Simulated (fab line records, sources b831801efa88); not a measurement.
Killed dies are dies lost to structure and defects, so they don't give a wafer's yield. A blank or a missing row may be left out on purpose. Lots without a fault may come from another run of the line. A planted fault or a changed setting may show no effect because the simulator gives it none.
fab line records | flow sky130
record lots=6 wafers=18 last_day=49
route steps=708 shown SONOS_ONO@176 GATE_OXIDE@187 POLY_GATE@204 PAD_OPEN@708
lots that met no fault: from a run of the same line without faults
start_h: hours from the record's first day to the start of the lot's first wafer shown | wait_h: hours since the lot's step before | " the same as in the row above | L1.1+2: a row that stands for several wafers | - no value, or no start given | * or withheld: withheld | < > ~ a bound
route shown NAME@n: a module of which the file shows steps, and the number in the route of the first | usual: mean/standard deviation of fault-free wafers | same: alike in all rows | chamber/n: place in a boat | sites: the reading at each site | _std_site: their standard deviation | _edge_site: outer sites' mean less inner sites' | radius_mm: how far each site lies from the wafer's centre | mask NAME#n: copy n | behind: the tool/chamber that last shaped the wafer | hold: why the lot was held/for how many hours/how that ended | device: the transistor (n, p or np) that didn't switch | end of line: the same wafers' tests at the end of the route | a step without rows: its recipe alone | killed: dies lost to structure and defects at the first sort, not the wafer's yield | map: a wafer's dies, x killed, . not, _ none there
set.NAME: the setting as run; set.NAME@STEP: as run at that earlier step | model.NAME: the simulator's own value behind a step, which no gauge read
lots at some steps of the route; a table a step, a row a wafer
services: from which hour (start_h, from the record's first day; less than 0 if before it) a tool's chamber was out of use, for how many hours, and why
## steps
# step SKY_SONOS_ONO_COAT_08
# recipe resist=NOVOLAK spin_rpm=3000 resist_thk_nm=1140
# step SKY_SONOS_ONO_SOFTBAKE_09
# recipe temp_c=90 time_s=60 resist=NOVOLAK
# step SKY_SONOS_ONO_EXPOSE_10
# recipe mask_id=ONOM target_cd_nm=410 na=0.6 source_shape=conventional sigma_outer=0.6 dose_mj=150
# step SKY_SONOS_ONO_PEB_11
# recipe temp_c=withheld time_s=* resist=NOVOLAK
# step SKY_SONOS_ONO_DEVELOP_12
# recipe develop_time_s=60 dev_temp_c=23
# step SKY_SONOS_ONO_CD_MEAS_13
# recipe target_cd_nm=410
# usual cd_nm=409.3/2.1
# columns lot.wafer tool chamber start_h wait_h cd_nm
L188.4 cd_sem-02 - 304.12 0.1 409.4
L188.5 " - " " 408.9
L188.6 " - " " 407.6
L193.2 cd_sem-02 - 364.03 0.1 409.5
L193.4 " - " " 408.5
L193.5 " - " " 408.2
L197.1 cd_sem-01 - 382.26 0.1 408.0
L197.3 " - " " 408.6
L197.6 " - " " 408.6
L198.2 cd_sem-01 - 405.33 0.1 409.8
L198.3 " - " " 408.8
L198.6 " - " " 408.5
L200.2 cd_sem-02 - 439.18 0.1 409.7
L200.3 " - " " 409.7
L200.4 " - " " 410.4
L201.2 cd_sem-02 - 439.38 0.1 410.3
L201.4 " - " " 410.6
L201.6 " - " " 409.5
# step SKY_SONOS_ONO_OVL_MEAS_14
# usual SONOS_ONO_OVL=-0.6/1.3
# columns lot.wafer tool chamber start_h wait_h SONOS_ONO_OVL[nm]
L188.4 overlay-01 - 304.20 0.1 2.2
L188.5 " - " " -0.2
L188.6 " - " " -0.3
L193.2 overlay-02 - 364.14 0.1 -2.8
L193.4 " - " " -3.0
L193.5 " - " " -0.8
L197.1 overlay-01 - 382.38 0.1 0.5
L197.3 " - " " 0.3
L197.6 " - " " -1.0
L198.2 overlay-02 - 405.44 0.1 1.8
L198.3 " - " " 2.4
L198.6 " - " " 0.8
L200.2 overlay-02 - 439.29 0.1 -3.3
L200.3 " - " " -1.5
L200.4 " - " " -3.7
L201.2 overlay-01 - 439.48 0.1 -1.1
L201.4 " - " " -2.4
L201.6 " - " " -0.4
# step SKY_SONOS_ONO_ETCH_15
# recipe target_depth_nm=19.52 chemistry=CHF3/O2 source_w=600 bias_w=200 pressure_mtorr=40 chf3_flow_sccm=50 O2_flow_sccm=5 time_s=7.8
# usual drypump_motor_current_A=5.4/0.43 oes_product_au=0.998/0.007 throttle_valve_pct=8.825/0.0095
# columns lot.wafer tool chamber start_h wait_h drypump_motor_current_A oes_product_au rf_hours_counter_h throttle_valve_pct
L188.4 rie_diel-03 1 304.22 0.0 4.6 0.995 1 8.816
L188.5 " 1 " " 4.6 0.999 - 8.841
L188.6 " 2 " " 5.4 0.996 - 8.832
L193.2 rie_diel-03 0 364.17 0.0 6.1 1.000 62 8.844
L193.4 " 2 " " 5.4 0.995 4 8.817
L193.5 " 0 " " 6.1 1.003 - 8.836
L197.1 rie_diel-03 2 382.42 0.0 5.4 0.980 4 8.829
L197.3 " 1 " " 4.6 0.998 2 8.822
L197.6 " 3 " " 5.7 0.996 - 8.828
L198.2 rie_diel-03 3 405.47 0.0 5.7 0.990 33 8.823
L198.3 " 0 " " 6.1 1.002 62 8.819
L198.6 " 1 " " 4.6 0.994 - 8.825
L200.2 rie_diel-02 1 439.32 0.0 5.6 0.994 4 8.840
L200.3 " 2 " " 5.2 1.001 21 8.832
L200.4 " 3 " " 5.5 0.987 9 8.818
L201.2 rie_diel-04 2 439.51 0.0 5.0 0.993 7 8.827
L201.4 " 1 " " 5.4 0.998 2 8.819
L201.6 " 3 " " 5.9 0.994 - 8.831
# step SKY_SONOS_ONO_WET_ETCH_16
# recipe chemistry=dHF target_depth_nm=14 dry=n2_spin target=SiO2 dilution=100:1 temp_c=25 time_s=280
# step SKY_SONOS_ONO_STRIP_17
# recipe chemistry=O2/N2 power_w=1400 pressure_mtorr=1500 platen_temp_c=withheld o2_flow_sccm=3000 n2_flow_sccm=300 overash_fraction=0.5
# usual drypump_motor_current_A=5.5/0.33 oes_product_au=0.710/0.0045 strip_time_to_endpoint_s=14.10/0.046
# columns lot.wafer tool chamber start_h wait_h drypump_motor_current_A oes_product_au rf_hours_counter_h strip_time_to_endpoint_s
L188.4 plasma_asher-02 0 304.36 0.0 6.0 0.714 - 14.06
L188.5 " 0 " " 6.0 0.714 - 14.13
L188.6 " 1 " " 5.1 0.706 - 14.13
L193.2 plasma_asher-03 1 364.27 0.0 5.5 0.709 22 14.08
L193.4 " 0 " " 5.4 0.711 - 14.07
L193.5 " 0 " " 5.4 0.706 - 14.12
L197.1 plasma_asher-04 0 382.53 0.0 5.8 0.711 65 14.09
L197.3 " 1 " " 5.8 0.707 - 14.07
L197.6 " 1 " " 5.8 0.713 - 14.11
L198.2 plasma_asher-02 1 405.57 0.0 5.0 0.709 71 14.07
L198.3 " 0 " " 6.0 0.719 - 14.05
L198.6 " 1 " " 5.0 0.709 - 14.12
L200.2 plasma_asher-03 1 439.43 0.0 5.5 0.714 32 14.11
L200.3 " 1 " " 5.5 0.710 - 14.08
L200.4 " 0 " " 5.4 0.710 - 14.10
L201.2 plasma_asher-04 1 439.62 0.0 5.8 0.707 71 14.10
L201.4 " 1 " " 5.8 0.706 - 14.11
L201.6 " 0 " " 5.8 0.709 - 14.13
# step SKY_SONOS_ONO_WET_ETCH_18
# recipe chemistry=H3PO4 target_depth_nm=15 target=Si3N4 temp_c=160 time_s=172
# step SKY_GATE_OXIDE_CLEAN_00
# recipe chemistry=SC1/SC2 mix=1:4:20 temp_c=70 time_s=150 dry=n2_spin
# step SKY_GATE_OXIDE_OXIDATION_01
# recipe temp_c=900 ambient=O2 stabilise_s=600 purge_s=300 target_thk_a=102.68 ox_time_s=1473
# usual spike_tc_bottom_C=918.2/2.2 spike_tc_centre_C=900.8/1 spike_tc_lower_C=902.1/1 spike_tc_top_C=914.6/2.4 spike_tc_upper_C=901.0/1.1 tube_center_temp_C=900.01/0.089 tube_center_temp_C_max=902.3/0.34 zone_power_bottom_pct=28.6/2 zone_power_centre_pct=21.7/2 zone_power_lower_pct=21.5/1.1 zone_power_top_pct=32.7/0.84 zone_power_upper_pct=22.0/1.9
# columns lot.wafer tool chamber start_h wait_h spike_tc_bottom_C spike_tc_centre_C spike_tc_lower_C spike_tc_top_C spike_tc_upper_C tube_center_temp_C tube_center_temp_C_max zone_power_bottom_pct zone_power_centre_pct zone_power_lower_pct zone_power_top_pct zone_power_upper_pct model.SiO2_of_GATE_OXIDE_OXIDATION_01.thk_nm
L188.4 furnace-01 0 305.13 0.6 921.3 900.0 903.4 911.0 901.3 900.05 902.1 31.3 18.6 19.6 31.5 18.9 10.26
L188.5 " 0 " " 920.9 900.5 902.2 910.9 901.9 899.85 902.2 31.6 18.6 20.0 31.2 18.9 10.36
L188.6 " 0 " " 920.4 900.2 903.6 911.9 902.9 899.99 902.3 31.4 18.3 19.6 31.7 19.0 10.46
L193.2 furnace-02 0 364.49 0.0 915.6 900.5 902.2 914.4 900.9 900.06 902.0 27.6 23.2 22.2 33.2 23.0 10.26
L193.4 " 0 " " 917.9 900.3 902.6 916.7 900.8 899.92 902.5 27.2 23.1 22.1 33.2 22.9 10.26
L193.5 " 0 " " 917.3 899.2 901.4 914.9 900.2 900.02 902.0 27.8 22.8 22.3 33.3 23.2 10.23
L197.1 furnace-01 0 383.16 0.4 821.7 798.6 801.8 813.3 802.1 799.05 801.6 24.8 14.8 15.4 26.4 14.7 2.806
L197.3 " 0 " " 821.9 800.4 801.2 813.0 800.8 799.17 801.5 24.7 14.8 15.7 26.1 14.9 2.865
L197.6 " 0 " " 820.6 801.6 800.3 812.6 801.5 799.22 801.6 24.4 14.8 15.0 25.9 15.0 2.843
L198.2 furnace-01 0 406.96 1.2 821.9 800.5 803.2 813.1 798.4 799.19 800.9 24.6 14.6 15.3 26.4 14.9 3.224
L198.3 " 0 " " 822.0 799.9 801.5 812.9 799.8 799.01 801.3 24.3 14.4 15.4 26.2 15.0 3.176
L198.6 " 0 " " 821.1 801.3 802.6 813.2 801.6 799.24 801.7 24.7 14.5 15.4 26.1 15.1 3.094
L200.2 furnace-02 0 441.41 1.8 915.3 901.8 902.8 915.5 900.2 899.97 902.0 27.6 23.1 22.3 33.6 23.6 10.26
L200.3 " 0 " " 917.2 900.8 901.9 914.2 901.3 899.85 901.9 27.7 23.2 22.4 32.4 23.5 10.28
L200.4 " 0 " " 916.9 900.0 900.6 915.0 900.2 900.04 902.4 27.7 22.6 22.3 33.6 23.2 10.33
L201.2 furnace-02 0 441.41 1.6 916.8 900.0 900.6 915.6 899.4 900.08 902.4 27.4 23.1 21.9 32.6 23.2 9.759
L201.4 " 0 " " 917.9 901.8 903.5 916.4 899.8 899.95 902.0 27.2 23.1 22.3 33.6 23.6 9.788
L201.6 " 0 " " 917.2 901.5 899.6 915.0 900.4 900.12 902.9 27.1 23.0 22.3 32.8 23.2 9.826
# step SKY_GATE_OXIDE_THK_MEAS_02
# recipe reads=SiO2_of_GATE_OXIDE_OXIDATION_01
# usual GATE_OXIDE_OXIDATION_00_THK=10.24/0.26
# columns lot.wafer tool chamber start_h wait_h GATE_OXIDE_OXIDATION_00_THK[nm]
L188.4 film_metro-01 - 306.57 0.0 10.27
L188.5 " - " " 10.44
L188.6 " - " " 10.49
L193.2 film_metro-01 - 365.91 0.0 10.25
L193.4 " - " " 10.25
L193.5 " - " " 10.23
L197.1 film_metro-01 - 384.57 0.0 2.81
L197.3 " - " " 2.92
L197.6 " - " " 2.87
L198.2 film_metro-01 - 408.38 0.0 3.20
L198.3 " - " " 3.17
L198.6 " - " " 3.04
L201.2 film_metro-03 - 442.87 0.1 9.81
L201.4 " - " " 9.77
L201.6 " - " " 9.87
L200.2 film_metro-01 - 442.89 0.1 10.29
L200.3 " - " " 10.31
L200.4 " - " " 10.29
# step SKY_GATE_OXIDE_DEHYDRATE_03
# recipe temp_c=200 time_s=60
# step SKY_GATE_OXIDE_HMDS_04
# recipe prime_time_s=60 prime_temp_c=120
# step SKY_GATE_OXIDE_COAT_05
# recipe resist=NOVOLAK spin_rpm=3000 resist_thk_nm=1140
# step SKY_GATE_OXIDE_SOFTBAKE_06
# recipe temp_c=90 time_s=60 resist=NOVOLAK
# step SKY_GATE_OXIDE_EXPOSE_07
# recipe mask_id=LVOM na=0.6 source_shape=conventional sigma_outer=0.6 polarization=unpolarized target_cd_nm=600 dose_mj=170
# step SKY_GATE_OXIDE_PEB_08
# recipe temp_c=withheld time_s=* resist=NOVOLAK
# step SKY_GATE_OXIDE_DEVELOP_09
# recipe resist=NOVOLAK developer=TMAH develop_time_s=60 dev_temp_c=23
# step SKY_GATE_OXIDE_OVL_MEAS_10
# usual GATE_OXIDE_OVL=-0.2/1.3
# columns lot.wafer tool chamber start_h wait_h GATE_OXIDE_OVL[nm]
L188.4 overlay-01 - 332.04 0.1 0.2
L188.5 " - " " -2.1
L188.6 " - " " 0.7
L193.2 overlay-01 - 393.90 0.1 -2.4
L193.4 " - " " 1.8
L193.5 " - " " -0.7
L197.1 overlay-01 - 413.50 0.1 0.2
L197.3 " - " " 1.9
L197.6 " - " " 0.2
L198.2 overlay-02 - 438.30 0.1 -1.2
L198.3 " - " " -0.3
L198.6 " - " " 0.0
L201.2 overlay-01 - 473.45 0.1 0.3
L201.4 " - " " -0.5
L201.6 " - " " 0.6
L200.2 overlay-01 - 473.75 0.1 -0.7
L200.3 " - " " -0.6
L200.4 " - " " 0.7
# step SKY_GATE_OXIDE_IMPLANT_11
# recipe species=B energy_kev=9.838 dose_cm2=2.6e+12 tilt_deg=withheld
# step SKY_GATE_OXIDE_WET_ETCH_12
# recipe chemistry=dHF target_depth_nm=16.8 dry=n2_spin target=SiO2 dilution=100:1 temp_c=25 time_s=336
# step SKY_GATE_OXIDE_STRIP_13
# recipe chemistry=O2/N2 power_w=1400 pressure_mtorr=1500 platen_temp_c=withheld o2_flow_sccm=3000 n2_flow_sccm=300 overash_fraction=0.5
# usual drypump_motor_current_A=5.70/0.19 oes_product_au=0.715/0.0047 strip_time_to_endpoint_s=14.18/0.041
# columns lot.wafer tool chamber start_h wait_h drypump_motor_current_A oes_product_au rf_hours_counter_h strip_time_to_endpoint_s
L188.4 plasma_asher-04 0 332.34 0.0 5.82 0.714 - 14.19
L188.5 " 1 " " 5.81 0.713 - 14.20
L188.6 " 0 " " 5.82 0.713 - 14.22
L193.2 plasma_asher-03 1 394.19 0.0 5.50 0.709 26 14.18
L193.4 " 0 " " 5.39 0.713 - 14.19
L193.5 " 1 " " 5.50 0.712 - 14.20
L197.1 plasma_asher-04 1 413.79 0.0 5.82 0.712 68 14.15
L197.3 " 1 " " 5.82 0.720 - 14.13
L197.6 " 1 " " 5.82 0.721 - 14.13
L198.2 plasma_asher-01 0 438.60 0.0 5.48 0.714 64 14.11
L198.3 " 0 " " 5.51 0.708 - 14.13
L198.6 " 1 " " 5.86 0.721 - 14.11
L201.2 plasma_asher-04 0 473.74 0.0 5.84 0.712 74 14.14
L201.4 " 0 " " 5.82 0.704 - 14.15
L201.6 " 0 " " 5.84 0.713 - 14.16
L200.2 plasma_asher-03 0 474.04 0.0 5.38 0.719 35 14.24
L200.3 " 1 " " 5.46 0.714 - 14.23
L200.4 " 0 " " 5.40 0.718 - 14.28
# step SKY_GATE_OXIDE_TW_MEAS_14
# usual GATE_OXIDE_TW=223.1/1
# columns lot.wafer tool chamber start_h wait_h GATE_OXIDE_TW
L188.4 film_metro-01 - 332.44 0.1 222.9
L188.5 " - " " 222.9
L188.6 " - " " 222.5
L193.2 film_metro-01 - 394.30 0.1 224.1
L193.4 " - " " 224.5
L193.5 " - " " 224.2
L197.1 film_metro-02 - 413.89 0.1 223.4
L197.3 " - " " 223.3
L197.6 " - " " 223.7
L198.2 film_metro-03 - 438.71 0.1 223.5
L198.3 " - " " 224.3
L198.6 " - " " 224.4
L201.2 film_metro-01 - 473.85 0.1 222.2
L201.4 " - " " 223.4
L201.6 " - " " 222.7
L200.2 film_metro-03 - 474.15 0.1 221.4
L200.3 " - " " 220.8
L200.4 " - " " 222.4
# step SKY_GATE_OXIDE_CLEAN_15
# recipe chemistry=SC1/SC2 mix=1:4:20 temp_c=70 time_s=150 dry=n2_spin
# step SKY_GATE_OXIDE_OXIDATION_16
# recipe temp_c=800 ambient=O2 idle_temp_c=700 ramp_up_c_per_min=10 ramp_down_c_per_min=3 stabilise_s=600 purge_s=300 target_thk_a=35.7 ox_time_s=1915
# usual spike_tc_bottom_C=819.4/2.3 spike_tc_centre_C=800.9/1.1 spike_tc_lower_C=802.0/1 spike_tc_top_C=816.4/2.4 spike_tc_upper_C=801.1/1 tube_center_temp_C=800/0.071 tube_center_temp_C_max=802.0/0.31 zone_power_bottom_pct=22.5/1.6 zone_power_centre_pct=16.8/1.7 zone_power_lower_pct=16.6/0.91 zone_power_top_pct=27.0/0.76 zone_power_upper_pct=16.9/1.6
# columns lot.wafer tool chamber start_h wait_h spike_tc_bottom_C spike_tc_centre_C spike_tc_lower_C spike_tc_top_C spike_tc_upper_C tube_center_temp_C tube_center_temp_C_max zone_power_bottom_pct zone_power_centre_pct zone_power_lower_pct zone_power_top_pct zone_power_upper_pct model.SiO2_of_GATE_OXIDE_OXIDATION_01.thk_nm
L188.4 furnace-02 0 333.37 0.9 816.1 802.2 801.2 817.6 801.7 800.05 802.1 21.5 17.9 17.5 27.7 17.8 11.68
L188.5 " 0 " " 818.9 801.7 800.9 816.4 801.9 800 801.9 21.0 18.2 16.9 27.5 18.1 11.76
L188.6 " 0 " " 817.9 801.4 803.3 820.1 800.6 800.07 802.5 21.5 17.8 17.3 27.2 18.2 11.87
L193.2 furnace-01 0 394.52 0.1 822.6 801.2 801.4 813.5 801.5 800.03 802.3 24.7 15.0 15.4 26.4 14.5 11.65
L193.4 " 0 " " 822.2 800.9 803.0 813.8 801.0 799.96 801.6 24.5 14.7 15.5 26.4 14.7 11.65
L193.5 " 0 " " 821.8 800.4 801.5 813.2 801.7 799.91 801.8 24.3 14.5 15.1 26.1 14.9 11.63
L197.1 furnace-02 0 416.19 2.2 819.4 800.8 802.1 816.8 801.1 799.88 801.7 21.3 18.2 17.1 27.6 18.2 5.064
L197.3 " 0 " " 816.8 800.2 804.0 818.2 802.8 799.97 802.6 21.6 18.3 17.0 27.7 18.6 5.069
L197.6 " 0 " " 817.5 800.1 801.3 818.5 799.7 799.99 802.0 21.7 18.1 17.5 27.6 18.2 5.078
L198.2 furnace-02 0 444.17 5.4 819.3 802.2 802.0 818.6 799.8 800.08 802.1 21.5 17.9 17.5 27.7 18.2 5.345
L198.3 " 0 " " 815.8 799.3 800.0 818.1 801.1 800.07 802.4 21.2 18.1 17.4 27.5 17.9 5.331
L198.6 " 0 " " 818.0 800.4 802.7 818.3 800.1 800.07 801.9 21.5 18.0 17.4 27.2 18.1 5.264
L200.2 furnace-02 0 477.59 3.3 817.8 801.3 802.6 817.7 801.0 799.97 801.5 21.2 18.1 17.1 27.5 18.1 11.6
L200.3 " 0 " " 817.6 800.3 801.9 818.0 801.5 799.89 802.2 20.9 18.1 17.5 27.6 17.8 11.61
L200.4 " 0 " " 817.4 802.3 802.4 818.1 799.9 800.02 801.9 21.1 17.9 17.3 27.7 17.8 11.68
L201.2 furnace-02 0 477.59 3.6 817.7 799.3 802.4 819.7 800.3 800.07 801.9 21.4 18.0 17.3 27.9 18.1 11.15
L201.4 " 0 " " 815.7 801.0 803.1 816.2 801.1 800.08 802.5 21.2 18.1 17.3 27.6 18.3 11.16
L201.6 " 0 " " 817.6 802.2 803.1 817.8 800.6 799.92 801.8 21.4 18.1 17.2 27.6 18.0 11.19
# step SKY_POLY_GATE_CVD_00
# recipe material=poly-Si target_thk_nm=180 temp_c=620 time_s=720 pressure_mtorr=200
# step SKY_PAD_OPEN_PROBE_99
# usual killed_at_M0_to_M3=44/7.2 killed_at_M4_up=3.0/1.8 killed_at_contacts=24/5.4 killed_at_front_end=14/4.4 killed_at_other=0.4/0.64 killed_dies=86/9.4 killed_on_rim=17/3.8 killed_open=47/7.7 killed_short=39/5.8
# same gross_dies=492 killed_at_back_side=0
# columns lot.wafer tool chamber start_h wait_h killed_at_M0_to_M3 killed_at_M4_up killed_at_contacts killed_at_front_end killed_at_other killed_dies killed_on_rim killed_open killed_short model.etest.nfet_16v.r_on_ohm_um model.etest.pfet_16v.r_on_ohm_um model.etest.pfet_g5v0d10v5.r_on_ohm_um model.etest.tip_sonos.rs_ohm_sq model.etest.nfet_g5v0d10v5.drive_ua_um model.etest.nfet_g5v0d10v5.r_on_ohm_um model.etest.nfet_05v0_nvt.drive_ua_um model.etest.tip_p.rs_ohm_sq
L188.4 prober-02 - 1089.56 0.2 47 7 16 16 0 86 14 43 43 1.415e+04 1.524e+04 4730 2707 602.5 1893 574.9 6840
L188.5 prober-02 - 1089.61 0.2 39 3 23 27 0 92 15 48 44 1.429e+04 1.516e+04 4768 2730 602.6 1910 570.4 6829
L188.6 prober-02 - 1089.66 0.2 28 3 28 19 0 78 11 51 27 1.432e+04 1.535e+04 4720 2766 597.6 1886 568.9 6864
L193.2 prober-02 - 1132.13 0.1 55 4 21 9 3 92 22 52 38 1.417e+04 1.51e+04 4785 2656 606.6 1888 573.9 6708
L193.4 prober-02 - 1132.23 0.2 50 4 14 17 0 85 15 54 31 1.421e+04 1.513e+04 4780 2641 605.5 1896 571.2 6674
L193.5 prober-02 - 1132.28 0.2 50 4 27 19 0 100 13 57 43 1.42e+04 1.563e+04 4756 2637 606.6 1887 576.3 6724
L197.1 prober-01 - 1150.63 0.1 53 4 34 10 1 102 23 63 39 1.134e+04 1.327e+04 3272 1743 1255 1275 1110 6471
L197.3 prober-01 - 1150.73 0.2 37 0 29 15 1 82 20 38 44 1.133e+04 1.34e+04 3228 1753 1251 1272 1101 6505
L197.6 prober-01 - 1150.88 0.2 47 3 11 12 0 73 12 45 28 1.128e+04 1.306e+04 3262 1758 1256 1273 1103 6527
L198.2 prober-02 - 1162.20 0.1 49 1 29 25 1 105 21 63 42 1.071e+04 1.341e+04 3332 1809 1185 1326 1061 6488
L198.3 prober-02 - 1162.25 0.2 54 4 18 18 1 95 16 44 51 1.176e+04 1.391e+04 3320 1796 1199 1298 1059 6497
L198.6 prober-02 - 1162.40 0.2 36 2 17 17 0 72 11 37 35 1.175e+04 1.393e+04 3321 1801 1207 1301 1070 6552
L201.2 prober-01 - 1186.77 0.1 38 3 29 12 0 82 17 45 37 1.408e+04 1.577e+04 4678 2628 629.1 1825 592.5 6618
L201.4 prober-01 - 1186.87 0.2 35 5 11 10 0 61 12 30 28 1.399e+04 1.506e+04 4620 2656 631.8 1810 594.9 6621
L201.6 prober-01 - 1186.97 0.2 40 2 21 15 0 78 19 27 49 1.412e+04 1.54e+04 4668 2657 627.3 1840 589.4 6647
L200.2 prober-02 - 1187.42 0.1 61 7 22 9 0 99 20 54 45 1.395e+04 1.537e+04 4778 2744 602.2 1894 574.6 6900
L200.3 prober-02 - 1187.47 0.2 47 6 27 9 0 89 12 49 40 1.398e+04 1.544e+04 4739 2763 608.8 1889 569.9 6816
L200.4 prober-02 - 1187.52 0.2 45 7 33 14 0 99 20 55 44 1.416e+04 1.533e+04 4770 2759 599.9 1897 570.1 6884
# killed by level:class
L188.4 VIA2:geometric_particle:open=12 METAL2:geometric_particle:short=9 VIA1:geometric_particle:open=6 VIA3:geometric_particle:short=6 CONTACT:geometric_particle:open=6 POLY_GATE:geometric_particle:open=5 METAL1:geometric_particle:short=5 FIELD_ISO:geometric_particle:short=4
L188.5 POLY_GATE:geometric_particle:short=8 CONTACT:geometric_particle:open=8 VIA1:geometric_particle:open=8 VIA2:geometric_particle:open=8 FIELD_ISO:geometric_particle:short=7 METAL1:geometric_particle:short=6 POLY_GATE:geometric_particle:open=5 LI_CONTACT:geometric_particle:open=5
L188.6 VIA3:geometric_particle:open=11 CONTACT:geometric_particle:open=11 LI_CONTACT:geometric_particle:open=9 VIA1:geometric_particle:open=7 POLY_GATE:geometric_particle:open=5 POLY_GATE:geometric_particle:short=5 FIELD_ISO:geometric_particle:open=4 FIELD_ISO:geometric_particle:short=4
L193.2 VIA1:geometric_particle:open=15 VIA1:geometric_particle:short=11 CONTACT:geometric_particle:open=9 VIA3:geometric_particle:open=8 VIA2:geometric_particle:open=7 LI_CONTACT:geometric_particle:open=5 METAL2:geometric_particle:short=5 VIA2:geometric_particle:short=4
L193.4 VIA3:geometric_particle:open=9 VIA1:geometric_particle:open=9 VIA2:geometric_particle:open=8 CONTACT:geometric_particle:open=7 FIELD_ISO:geometric_particle:open=6 METAL2:geometric_particle:short=5 VIA3:geometric_particle:short=5 POLY_GATE:geometric_particle:open=4
L193.5 VIA1:geometric_particle:open=12 CONTACT:geometric_particle:open=9 METAL1:geometric_particle:short=8 VIA2:geometric_particle:open=7 LI_CONTACT:geometric_particle:open=6 METAL2:geometric_particle:short=6 FIELD_ISO:geometric_particle:short=5 FIELD_ISO:geometric_particle:open=5
L197.1 CONTACT:geometric_particle:open=16 VIA1:geometric_particle:open=15 LI_CONTACT:geometric_particle:open=11 VIA3:geometric_particle:open=8 METAL1:geometric_particle:short=5 METAL2:geometric_particle:short=5 VIA3:geometric_particle:short=5 VIA2:geometric_particle:open=4
L197.3 LI_CONTACT:geometric_particle:open=8 LOCAL_INTERCONNECT:geometric_particle:short=7 VIA1:geometric_particle:open=7 METAL2:geometric_particle:short=7 POLY_GATE:geometric_particle:short=5 LI_CONTACT:geometric_particle:short=5 CONTACT:geometric_particle:open=5 METAL1:geometric_particle:short=5
L197.6 VIA1:geometric_particle:open=10 VIA2:geometric_particle:open=7 VIA3:geometric_particle:short=6 VIA1:geometric_particle:short=5 CONTACT:geometric_particle:open=5 METAL1:geometric_particle:short=4 POLY_GATE:geometric_particle:open=4 LI_CONTACT:geometric_particle:open=4
L198.2 CONTACT:geometric_particle:open=15 VIA1:geometric_particle:open=10 METAL1:geometric_particle:short=9 FIELD_ISO:geometric_particle:open=8 POLY_GATE:geometric_particle:open=8 CONTACT:geometric_particle:short=6 VIA2:geometric_particle:open=6 METAL2:geometric_particle:short=5
L198.3 METAL1:geometric_particle:short=11 VIA2:geometric_particle:open=9 POLY_GATE:geometric_particle:short=8 CONTACT:geometric_particle:open=8 METAL2:geometric_particle:short=8 VIA1:geometric_particle:open=7 VIA3:geometric_particle:open=7 FIELD_ISO:geometric_particle:short=4
L198.6 CONTACT:geometric_particle:open=8 VIA1:geometric_particle:open=8 FIELD_ISO:geometric_particle:short=7 VIA2:geometric_particle:open=6 CONTACT:geometric_particle:short=5 METAL1:geometric_particle:short=5 LI_CONTACT:geometric_particle:open=4 VIA2:geometric_particle:short=4
L201.2 CONTACT:geometric_particle:open=12 LI_CONTACT:geometric_particle:open=8 VIA1:geometric_particle:open=8 CONTACT:geometric_particle:short=7 METAL1:geometric_particle:short=7 VIA2:geometric_particle:open=5 FIELD_ISO:geometric_particle:short=4 VIA3:geometric_particle:short=4
L201.4 VIA1:geometric_particle:open=8 METAL2:geometric_particle:short=5 VIA1:geometric_particle:short=4 VIA2:geometric_particle:open=4 FIELD_ISO:geometric_particle:short=3 POLY_GATE:geometric_particle:open=3 LI_CONTACT:geometric_particle:open=3 LOCAL_INTERCONNECT:geometric_particle:short=3
L201.6 METAL2:geometric_particle:short=7 LOCAL_INTERCONNECT:geometric_particle:short=6 VIA3:geometric_particle:open=6 VIA1:geometric_particle:open=5 CONTACT:geometric_particle:open=5 CONTACT:geometric_particle:short=5 METAL1:geometric_particle:short=5 VIA1:geometric_particle:short=5
L200.2 VIA1:geometric_particle:open=12 LI_CONTACT:geometric_particle:open=10 CONTACT:geometric_particle:open=9 METAL1:geometric_particle:short=8 METAL4:geometric_particle:short=7 VIA2:geometric_particle:open=7 VIA2:geometric_particle:short=7 METAL2:geometric_particle:short=6
L200.3 VIA1:geometric_particle:open=13 LI_CONTACT:geometric_particle:open=10 CONTACT:geometric_particle:open=10 VIA1:geometric_particle:short=8 VIA2:geometric_particle:open=5 METAL1:geometric_particle:short=4 LI_CONTACT:geometric_particle:short=4 VIA3:geometric_particle:open=4
L200.4 CONTACT:geometric_particle:open=12 LI_CONTACT:geometric_particle:open=10 VIA1:geometric_particle:open=10 VIA2:geometric_particle:open=7 VIA2:geometric_particle:short=6 FIELD_ISO:geometric_particle:short=5 CONTACT:geometric_particle:short=5 METAL2:geometric_particle:short=5
## services
# columns tool chamber start_h hours kind
rie_diel-03 0 282.42 12.0 repair
rie_diel-04 - 297.57 1.2 repair
furnace-01 - 301.20 3.9 pm
plasma_asher-03 - 312.71 21.4 repair
rie_diel-04 - 351.62 2.8 pm
rie_diel-02 - 354.39 15.6 pm
rie_diel-04 1 356.91 4.4 repair
plasma_asher-02 - 364.22 39.5 pm
rie_diel-02 1 370.42 18.9 repair
furnace-02 - 372.98 3.4 pm
plasma_asher-04 - 373.71 1.7 repair
rie_diel-04 - 377.31 1.0 repair
rie_diel-03 - 384.24 1.2 repair
rie_diel-03 2 401.26 8.3 repair
rie_diel-04 - 405.06 0.3 repair
furnace-01 - 410.29 69.9 pm
plasma_asher-01 - 413.21 2.6 repair
plasma_asher-02 - 421.25 9.0 pm
plasma_asher-02 0 421.25 9.0 vent_cycle
rie_diel-03 2 426.76 8.1 repair
rie_diel-04 - 430.67 0.1 repair
rie_diel-02 - 456.42 2.8 pm
furnace-02 - 457.79 3.2 pm
plasma_asher-01 - 460.53 2.8 pm
## key
first_sign step=SKY_GATE_OXIDE_OXIDATION_01 reading=tube_center_temp_C direction=down sigmas=99+ usual=* struck=*
effect step=SKY_GATE_OXIDE_OXIDATION_01 reading=tube_center_temp_C_max direction=down sigmas=99+ usual=* struck=*
effect step=SKY_GATE_OXIDE_THK_MEAS_02 reading=GATE_OXIDE_OXIDATION_00_THK direction=down sigmas=28 usual=10.24 struck=3.00
model_effect step=SKY_GATE_OXIDE_OXIDATION_01 value=SiO2_of_GATE_OXIDE_OXIDATION_01.thk_nm without=10.36 struck=3.001
model_effect step=SKY_GATE_OXIDE_OXIDATION_16 value=SiO2_of_GATE_OXIDE_OXIDATION_01.thk_nm without=11.72 struck=5.192
model_effect step=SKY_PAD_OPEN_PROBE_99 value=etest.nfet_16v.r_on_ohm_um without=1.411e+04 struck=1.136e+04
met_at SKY_GATE_OXIDE_OXIDATION_01
struck_wafers L197.1,L197.3,L197.6,L198.2,L198.3,L198.6
tester_left_out L197,L198
onset_between 305.13 383.16
fault kind=process_parameter_drift tool=furnace-01 chamber=- onset_h=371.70 steps=SKY_GATE_OXIDE_OXIDATION_01 channel=temp_c offset=* shape=step end_h=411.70 acts_in=* stated=*
# tester_left_out: of these lots the tester's yield and bins aren't shown, on N5 and GAA mostly nor the transistor test; their killed dies are dies lost to structure and defects alone, not to doping, threshold or leakage, so they don't give the yield
